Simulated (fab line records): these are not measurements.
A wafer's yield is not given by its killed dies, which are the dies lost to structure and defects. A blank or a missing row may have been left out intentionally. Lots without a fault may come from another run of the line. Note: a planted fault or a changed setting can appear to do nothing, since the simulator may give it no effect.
Chamber matching :: flow sky130 :: SKY_VIA4_CMP_02 on cmp-01: 4 sister chambers
The step polishes SiO2. 4 wafers are shown with their chamber, then 12 later ones without.

== WAFERS, EACH WITH ITS CHAMBER ==
wafer: L089.3
chamber: 2
motor current A (A): 14.6

wafer: L090.1
chamber: 0
motor current A (A): 12.1

wafer: L091.3
chamber: 1
motor current A (A): 12.2

wafer: L091.5
chamber: 3
motor current A (A): 11.5

== WAFERS WITH NO CHAMBER GIVEN ==
wafer: L094.1
motor current A (A): 12.7

wafer: L094.5
motor current A (A): 14.6

wafer: L094.6
motor current A (A): 12.3

wafer: L095.1
motor current A (A): 11.5

wafer: L095.4
motor current A (A): 15.3

wafer: L095.5
motor current A (A): 12.5

wafer: L096.1
motor current A (A): 13.7

wafer: L096.2
motor current A (A): 12.7

wafer: L096.5
motor current A (A): 11.0

wafer: L097.3
motor current A (A): 12.0

wafer: L097.5
motor current A (A): 14.2

wafer: L097.6
motor current A (A): 11.0

== WHICH CHAMBER EACH WENT THROUGH ==
wafer: L094.1
from the rows above: can't be placed: 1 or 0 or 3
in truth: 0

wafer: L094.5
from the rows above: 2
in truth: 2

wafer: L094.6
from the rows above: can't be placed: 1 or 0 or 3
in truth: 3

wafer: L095.1
from the rows above: can't be placed: 3 or 0 or 1
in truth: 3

wafer: L095.4
from the rows above: 2
in truth: 2

wafer: L095.5
from the rows above: can't be placed: 1 or 0 or 3
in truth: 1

wafer: L096.1
from the rows above: can't be placed: 2 or 1 or 0
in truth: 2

wafer: L096.2
from the rows above: can't be placed: 1 or 0 or 3
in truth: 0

wafer: L096.5
from the rows above: can't be placed: 3 or 0 or 1
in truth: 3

wafer: L097.3
from the rows above: can't be placed: 0 or 1 or 3
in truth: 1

wafer: L097.5
from the rows above: 2
in truth: 2

wafer: L097.6
from the rows above: can't be placed: 3 or 0 or 1
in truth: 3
Correctly placed: 3 of 12. From these rows, 9 cannot be placed; in 9 the true chamber is one of the candidates. 0 placed wrongly.
How it was worked out, from the rows above alone: a wafer's distance from a chamber is the root of the sum, over the readings, of the square of ((its reading less the chamber's mean) divided by the reading's scatter). If the next closest chamber is less than 2 further off than the closest, the wafer can't be placed; otherwise it belongs to the closest. Each chamber's mean is taken over the wafers shown for it. The scatter: with one shown wafer a chamber, the root of the mean of the squares of how far each hidden wafer lies from its nearest shown one.
